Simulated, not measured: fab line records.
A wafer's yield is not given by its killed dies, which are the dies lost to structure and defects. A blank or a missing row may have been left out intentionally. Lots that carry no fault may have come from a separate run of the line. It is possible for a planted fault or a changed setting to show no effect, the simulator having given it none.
One fault seen from 2 desks || flow sky130 || numbers are kept per desk, each desk with only its own; the story behind them comes last

THE METROLOGY DESK
Means of the sampled wafers that have a number, per lot and without regard to the tool the lot ran on: this is what the gauges read. Marked OUT: a lot whose mean sits more than 4 standard deviations from the usual mean, which makes it out of limits; the brackets give that distance.
Columns: A = VIA1_W_RS at SKY_VIA1_RS_MEAS_22, usual 0.430 ohm/sq; B = VIA1_W_THK at SKY_VIA1_THK_MEAS_23, usual 273 nm
{"lot": "L443", "first seen here": "day 37 08:38", "A": 0.428, "B": 275}
{"lot": "L446", "first seen here": "day 38 14:29", "A": 0.429, "B": 270}
{"lot": "L447", "first seen here": "day 38 20:19", "A": 0.427, "B": 278}
{"lot": "L449", "first seen here": "day 39 13:06", "A": 0.427, "B": 279}
{"lot": "L453", "first seen here": "day 40 17:28", "A": 0.429, "B": 273}
{"lot": "L454", "first seen here": "day 41 02:43", "A": 0.422, "B": 276}
{"lot": "L459", "first seen here": "day 41 21:08", "A": 0.429, "B": 272}
Result from this desk: across the 7 lots, nothing is out of limits.

THE TOOL OWNER'S DESK: pvd sputter-03
The tool's own readings at SKY_METAL2_SPUTTER_03 (material Ti, target thk 5 nm, time 3.3 s): means of the sampled wafers that have a number, for each lot that ran on this tool. Marked OUT: a lot whose mean sits more than 4 standard deviations from the usual mean, which makes it out of limits; the brackets give that distance.
Columns: A = throttle valve pct at SKY_METAL2_SPUTTER_03, usual 29.4 %
{"lot": "L443", "first seen here": "day 37 09:11", "A": 29.9}
{"lot": "L446", "first seen here": "day 38 15:01", "A": 30.0}
{"lot": "L447", "first seen here": "day 38 21:16", "A": 28.1}
{"lot": "L449", "first seen here": "day 39 13:37", "A": 29.9}
{"lot": "L459", "first seen here": "day 41 21:39", "A": 29.4}
Result from this desk: across the 5 lots, nothing is out of limits.

TAKEN TOGETHER
The metrology desk saw nothing out of limits.
Nothing out of limits was seen by the tool owner's desk.

WHAT THE SIMULATOR HAD INSERTED
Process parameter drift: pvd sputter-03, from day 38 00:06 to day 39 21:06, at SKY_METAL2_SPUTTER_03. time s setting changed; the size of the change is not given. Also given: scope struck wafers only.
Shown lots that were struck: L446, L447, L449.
